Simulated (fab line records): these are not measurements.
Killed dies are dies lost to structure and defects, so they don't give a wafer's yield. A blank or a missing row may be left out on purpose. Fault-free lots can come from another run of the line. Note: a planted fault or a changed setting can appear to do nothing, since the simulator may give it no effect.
Which tool is to blame?	flow gf180mcu	11 lots with 33 wafers sampled at 5 steps, on a route of 602 steps

## WHAT THE GAUGES SHOWED, per wafer
GF_VT_IMPLANT_OVL_MEAS_29. Usual: for VT_IMPLANT_02_OVL the level is 1.0 nm and the standard deviation is 1.5.
lot	measured	on	VT_IMPLANT_02_OVL (nm)	flag
L394	day 6 23:44	overlay-02	1.2 1.8 0.2	
L395	day 7 06:44	overlay-02	1.8 1.2 -0.1	
L401	day 9 01:17	overlay-01	- - -	OFF
L402	day 9 04:12	overlay-01	- - -	OFF
L404	day 9 16:23	overlay-01	2.0 1.5 0.3	
L409	day 10 19:02	overlay-02	1.5 1.6 2.7	
L410	day 11 00:29	overlay-01	0.7 2.3 2.2	
L411	day 11 08:02	overlay-02	2.5 2.1 0.9	
L412	day 11 14:59	overlay-01	0.2 0.7 0.2	
L414	day 12 04:29	overlay-01	0.1 0.4 0.5	
L416	day 12 15:43	overlay-01	1.2 0.0 -0.9	

GF_VT_IMPLANT_TW_MEAS_32. Usual: for VT_IMPLANT_3_TW the level is 268.0 and the standard deviation is 2.5.
lot	measured	on	VT_IMPLANT_3_TW	flag
L394	day 7 00:01	film-metro-03	271.2 270.3 270.1	
L395	day 7 07:02	film-metro-02	268.3 267.6 269.1	
L401	day 9 01:34	film-metro-03	30.0 29.9 29.9	OFF
L402	day 9 04:39	film-metro-04	29.7 29.6 29.5	OFF
L404	day 9 16:40	film-metro-02	267.8 268.1 268.2	
L409	day 10 19:19	film-metro-04	264.3 264.8 264.3	
L410	day 11 00:46	film-metro-03	270.2 272.0 271.3	
L411	day 11 08:20	film-metro-03	271.7 269.7 270.2	
L412	day 11 15:16	film-metro-04	264.1 263.6 264.0	
L414	day 12 04:47	film-metro-04	265.2 266.1 264.6	
L416	day 12 16:00	film-metro-02	267.7 267.9 267.3	

## WHAT TOOL EACH LOT RAN ON (gives the tool, then ch and the chambers of the sampled wafers, and finally the start)
lot	GF_LVPWELL_STRIP_10	GF_VT_IMPLANT_STRIP_09	GF_VT_IMPLANT_DEVELOP_28
L394	plasma-asher-04 ch 0,1, day 3 22:43	plasma-asher-02 ch 0,1, day 5 17:28	litho-track-01 ch 0, day 6 23:35
L395	plasma-asher-01 ch 0,1, day 4 04:10	plasma-asher-01 ch 0,1, day 6 00:22	litho-track-04 ch 0, day 7 06:35
L401	plasma-asher-04 ch 1, day 5 20:41	plasma-asher-03 ch 0,1, day 7 17:46	litho-track-01 ch 0, day 9 01:08
L402	plasma-asher-01 ch 0,1, day 5 22:29	plasma-asher-03 ch 0,1, day 7 20:44	litho-track-01 ch 0, day 9 04:07
L404	plasma-asher-04 ch 0,1, day 6 10:20	plasma-asher-01 ch 0,1, day 8 07:46	litho-track-04 ch 0, day 9 16:14
L409	plasma-asher-01 ch 0,1, day 7 09:47	plasma-asher-02 ch 0,1, day 9 09:22	litho-track-02 ch 0, day 10 18:53
L410	plasma-asher-04 ch 0,1, day 7 13:02	plasma-asher-01 ch 0,1, day 9 13:22	litho-track-02 ch 0, day 11 00:20
L411	plasma-asher-03 ch 0,1, day 7 19:30	plasma-asher-01 ch 0,1, day 9 21:30	litho-track-04 ch 0, day 11 07:56
L412	plasma-asher-01 ch 0, day 8 02:23	plasma-asher-03 ch 1, day 10 03:40	litho-track-02 ch 0, day 11 14:50
L414	plasma-asher-04 ch 0,1, day 8 12:58	plasma-asher-03 ch 0,1, day 10 15:43	litho-track-01 ch 0, day 12 04:22
L416	plasma-asher-04 ch 0,1, day 8 22:26	plasma-asher-01 ch 0,1, day 11 02:01	litho-track-04 ch 0, day 12 15:34
- GF_LVPWELL_STRIP_10: strips in O2/N2.
- GF_VT_IMPLANT_STRIP_09: strips in O2/N2.
- GF_VT_IMPLANT_DEVELOP_28: develop time 60 s.

## WHAT THE TOOLS THEMSELVES READ (means of the sampled wafers that have a number; where no wafer has one, the mark that the record gives instead)
GF_LVPWELL_STRIP_10. Usual: drypump-motor-current-A 5.8 A, standard deviation 0.4; heater-power-w 333 W, standard deviation 20; oes-product-au 0.723 a.u., standard deviation 0.004; platen-temp-c 249.98 C, standard deviation 0.18; strip-time-to-endpoint-s 37.02 s, standard deviation 0.096.
lot	tool	drypump-motor-current-A (A)	heater-power-w (W)	oes-product-au (a.u.)	platen-temp-c (C)	strip-time-to-endpoint-s (s)	flag
L394	plasma-asher-04	6.0	345	0.723	249.95	37.19	
L395	plasma-asher-01	5.2	342	0.724	250.02	37.12	
L401	plasma-asher-04	5.9	338	0.722	249.90	37.20	
L402	plasma-asher-01	5.2	339	0.724	249.85	37.02	
L404	plasma-asher-04	6.1	347	0.722	249.65	36.94	
L409	plasma-asher-01	5.4	341	0.722	249.96	37.01	
L410	plasma-asher-04	6.2	344	0.722	250.15	37.03	
L411	plasma-asher-03	5.9	305	0.721	249.87	37.01	
L412	plasma-asher-01	5.6	328	0.719	249.76	37.15	
L414	plasma-asher-04	6.2	343	0.724	250.06	37.02	
L416	plasma-asher-04	6.2	347	0.724	249.94	36.98	

GF_VT_IMPLANT_STRIP_09. Usual: drypump-motor-current-A 5.7 A, standard deviation 0.47; heater-power-w 328 W, standard deviation 21; oes-product-au 0.716 a.u., standard deviation 0.0047; platen-temp-c 249.99 C, standard deviation 0.19; strip-time-to-endpoint-s 12.65 s, standard deviation 0.035.
lot	tool	drypump-motor-current-A (A)	heater-power-w (W)	oes-product-au (a.u.)	platen-temp-c (C)	strip-time-to-endpoint-s (s)	flag
L394	plasma-asher-02	6.2	346	0.716	249.80	12.71	
L395	plasma-asher-01	5.2	348	0.720	250.06	12.64	
L401	plasma-asher-03	5.9	310	0.716	250.06	12.69	
L402	plasma-asher-03	5.9	304	0.717	249.92	12.62	
L404	plasma-asher-01	5.4	335	0.716	250.13	12.68	
L409	plasma-asher-02	5.9	332	0.714	249.89	12.64	
L410	plasma-asher-01	5.4	340	0.714	249.88	12.68	
L411	plasma-asher-01	5.2	345	0.711	249.97	12.63	
L412	plasma-asher-03	6.0	306	0.714	249.87	12.66	
L414	plasma-asher-03	5.8	312	0.712	250.00	12.60	
L416	plasma-asher-01	5.4	340	0.714	250.11	12.64	

## THE ANSWER, worked out from the rows above alone
Rule: lot off if the mean of its wafers having a number is beyond 3 standard deviations from the usual mean. Also off: a lot with no number at a reading for which 4 or more lots have one. All remaining lots with rows at the step are treated as sound. After the gauges, taken in route order, come the tools' own readings; for these a lot's mean is taken, as printed above. At the first step where some lot is off, the reading lying furthest off is the one used; lots without a number count as furthest.
Off: L401, L402, at GF_VT_IMPLANT_OVL_MEAS_29 (VT_IMPLANT_02_OVL). Without a number there: L401, L402.
A tool fits if, at a process step before that reading, it ran every lot that is off, and no sound lot after the first of them. Not tried: the gauges at GF_VT_IMPLANT_OVL_MEAS_29; whatever is off there is also off at GF_VT_IMPLANT_TW_MEAS_32, on other tools, and gauge error can't account for it. No candidate that was tried fits.

## WHAT THE SIMULATOR HAD INSERTED
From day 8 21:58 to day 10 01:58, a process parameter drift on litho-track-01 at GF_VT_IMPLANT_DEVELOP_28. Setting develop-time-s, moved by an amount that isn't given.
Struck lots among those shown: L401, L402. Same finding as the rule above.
